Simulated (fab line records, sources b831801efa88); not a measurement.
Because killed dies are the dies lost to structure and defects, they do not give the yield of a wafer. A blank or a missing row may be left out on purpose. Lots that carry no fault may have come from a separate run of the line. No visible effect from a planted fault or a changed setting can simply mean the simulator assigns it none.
Which tool is to blame?	flow sky130	Sampling: 15 lots, 45 wafers, 2 of 708 route steps

## WHAT THE GAUGES READ, wafer by wafer
SKY_VIA2_THK_MEAS_23: measures by xrf.
lot	measured	on	VIA2_W_THK (nm)
L671	day 36 11:52	film metro-01	426 415 424
L673	day 36 23:26	film metro-01	423 417 422
L677	day 38 18:40	film metro-04	419 426 421
L678	day 38 20:11	film metro-01	437 431 432
L679	day 38 21:47	film metro-02	429 427 430
L680	day 39 08:56	film metro-02	422 424 426
L683	day 40 07:31	film metro-04	419 419 413
L684	day 40 08:10	film metro-04	417 418 428
L685	day 40 18:34	film metro-01	421 421 415
L686	day 40 19:47	film metro-01	427 425 429
L687	day 41 10:13	film metro-01	417 419 423
L689	day 41 21:40	film metro-02	423 414 418
L690	day 42 04:28	film metro-01	426 425 426
L692	day 42 16:07	film metro-01	427 425 435
L693	day 43 02:09	film metro-01	425 420 426

## TOOL THAT RAN EACH LOT (tool first, then ch and the chambers of the sampled wafers, then the start)
lot	SKY_METAL2_STRIP_20
L671	plasma asher-02 ch 0,1, day 35 06:32
L673	plasma asher-02 ch 0, day 35 19:53
L677	plasma asher-02 ch 0,1, day 37 14:46
L678	plasma asher-02 ch 0,1, day 37 15:38
L679	plasma asher-01 ch 0,1, day 37 18:04
L680	plasma asher-01 ch 0,1, day 38 04:38
L683	plasma asher-04 ch 0,1, day 39 04:16
L684	plasma asher-02 ch 0,1, day 39 04:37
L685	plasma asher-02 ch 0,1, day 39 15:44
L686	plasma asher-01 ch 0,1, day 39 17:17
L687	plasma asher-04 ch 0,1, day 40 07:56
L689	plasma asher-02 ch 0,1, day 40 19:05
L690	plasma asher-02 ch 0,1, day 41 02:11
L692	plasma asher-04 ch 0,1, day 41 14:01
L693	plasma asher-02 ch 0,1, day 42 00:07
- SKY_METAL2_STRIP_20: strips in O2/N2.

## AS READ BY THE TOOLS THEMSELVES (means over the sampled wafers that have a number; for cases with no such wafer, the mark the record gives instead)
SKY_METAL2_STRIP_20.
lot	tool	drypump motor current A (A)	oes product au (a.u.)	strip time to endpoint s (s)
L671	plasma asher-02	5.9	0.344	2.65
L673	plasma asher-02	5.9	0.341	2.64
L677	plasma asher-02	5.9	0.343	2.69
L678	plasma asher-02	5.9	0.344	2.66
L679	plasma asher-01	5.3	0.348	2.70
L680	plasma asher-01	5.4	0.338	2.68
L683	plasma asher-04	5.6	0.343	2.67
L684	plasma asher-02	5.9	0.338	2.61
L685	plasma asher-02	5.9	0.350	2.69
L686	plasma asher-01	5.4	0.345	2.69
L687	plasma asher-04	5.6	0.346	2.66
L689	plasma asher-02	5.9	0.342	2.68
L690	plasma asher-02	5.9	0.343	2.72
L692	plasma asher-04	5.6	0.344	2.65
L693	plasma asher-02	5.9	0.344	2.68

## THE ANSWER, worked out from the rows above alone
Rule: the lots themselves supply what counts as usual. Put in order of their means at a reading, lots are off if they are a third of the lots or fewer, leave a main group of 4 or more, and stand apart from it by a gap of 3 or more times the standard deviation of the main group's means; of several such gaps the widest counts. Not used: any main group whose means are identical at the precision the tables above print for the reading. A lot without any number at a reading at which 4 lots or more have one is off too. Where the step has rows for the other lots, those lots are counted as sound. First the gauges in route order, then the tools' own readings, where a lot's mean is used as printed above. The first step at which some lot is off is used, and at that step the reading that is off furthest; a lot without a number counts as furthest.
Across all readings shown, no lot is off: no conclusion can be drawn from this.

## WHAT WAS PUT IN BY THE SIMULATOR
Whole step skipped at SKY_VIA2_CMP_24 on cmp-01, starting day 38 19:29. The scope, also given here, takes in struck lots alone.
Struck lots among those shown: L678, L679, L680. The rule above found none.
